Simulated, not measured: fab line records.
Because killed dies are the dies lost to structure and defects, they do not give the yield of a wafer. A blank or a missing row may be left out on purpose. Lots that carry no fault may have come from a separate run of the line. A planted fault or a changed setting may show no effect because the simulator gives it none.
Struck lot and sound lot, side by side -- flow sky130 -- 15 out of 708 route steps
Sound: the wafers L298.2, L298.3, L298.6. Struck: wafer L311.5 (left out: L311.2, L311.3 of the same lot, which were not struck); the cause appears at the end.
Order at every step that has rows: each side's tool, ch and its chambers, its first start. Under that, the readings that differ: sound wafers -- struck wafers -- difference of the means -- sigmas: that difference in standard deviations of wafers without a fault.
alike: readings whose means differ by less than 2 such deviations, and words and numbers that are the same on both sides. not compared: withheld readings, readings that some wafer has no value for, bounds like >300 that may hide the same value, and numbers for which the record gives no deviation and whose values overlap.
Wherever a step has rows on one side only, a row that says differs or no value, or a row with sigmas, the two part there. Numbers that have no deviation but don't overlap get no sigmas and don't part them. Lack of a reading on every wafer of one side parts them only where that side has two or more wafers.

first, 4 steps without rows for these wafers: SKY_VIA3_SOFTBAKE_08 (time 90 s); SKY_VIA3_EXPOSE_09 (exposes mask VIM3, target cd 200 nm); SKY_VIA3_PEB_10; SKY_VIA3_DEVELOP_11 (develop time 60 s).
SKY_VIA3_CD_MEAS_12: the cd target is 200 nm.
  struck on cdSem-02, day 43 09:41; sound on cdSem-02, day 39 05:02
  alike: cdNm
SKY_VIA3_OVL_MEAS_13:
  struck on overlay-02, day 43 09:47; sound on overlay-01, day 39 05:08
  alike: VIA3_OVL
SKY_VIA3_ETCH_14: etches BARC in N2/H2, stops on SiO2, time 45.9 s, target depth 60 nm.
  sound on rieDiel-02 ch 0,1,2, day 39 05:10; struck on rieDiel-02 ch 1, day 43 09:49
  alike: drypumpMotorCurrentA, oesProductAu, throttleValvePct
  not compared: rfHoursCounterH
SKY_VIA3_ETCH_15: etches SiO2 in C4F8/O2/Ar, stops on TiN, target depth 507 nm, time 78 s.
  sound on rieDiel-02 ch 0,1,2, day 39 05:13; struck on rieDiel-02 ch 1, day 43 09:52
reading,sound,struck,difference,sigmas
oesProductAu (a.u.),0.946 0.942 0.939,0.955,+0.013,+3
  not compared: rfHoursCounterH
SKY_VIA3_STRIP_16: strips in O2/N2.
  sound on plasmaAsher-02 ch 0, day 39 05:16; struck on plasmaAsher-03 ch 1, day 43 09:55
  alike: drypumpMotorCurrentA, oesProductAu, stripTimeToEndpointS
  not compared: rfHoursCounterH
then, 3 steps without rows for these wafers: SKY_VIA3_STRIP_17 (strips in post etch residue remover, time 1200 s); SKY_VIA3_CLEAN_18 (cleans in IPA, time 180 s); SKY_VIA3_CLEAN_19 (cleans in O3/DIW).
SKY_VIA3_SPUTTER_20: material TiN, target thk 20 nm, time 80 s.
  struck on pvdSputter-04, day 43 10:31; sound on pvdSputter-01, day 39 05:54
reading,sound,struck,difference,sigmas
model.TiN_of_VIA3_SPUTTER_20.thkNm (nm),20.21 20.11 20.09,16.82,-3.32,
  alike: throttleValvePct
SKY_VIA3_CVD_21: deposits W, target thk 390 nm, time 117.31 s.
  sound on cvdW-02 ch 0,1, day 39 05:58; struck on cvdW-01 ch 0, day 43 10:37
reading,sound,struck,difference,sigmas
heaterPowerW (W),697 785 709,883,+153,+2
  alike: susceptorTempC
-- the record jumps here: 5 days lie between the struck wafers' starts before and after (it left off in module VIA3 and takes up again in module PAD_OPEN, whose first step shown is number 708 of the route) --
SKY_PAD_OPEN_PROBE_99:
  the record has rows for the struck wafers here (prober-01, day 48 21:43) and none for the sound ones

== WHERE THEY PART ==
First at SKY_VIA3_ETCH_15; last, within this record, at SKY_PAD_OPEN_PROBE_99.

WHY: what had been put in by the simulator
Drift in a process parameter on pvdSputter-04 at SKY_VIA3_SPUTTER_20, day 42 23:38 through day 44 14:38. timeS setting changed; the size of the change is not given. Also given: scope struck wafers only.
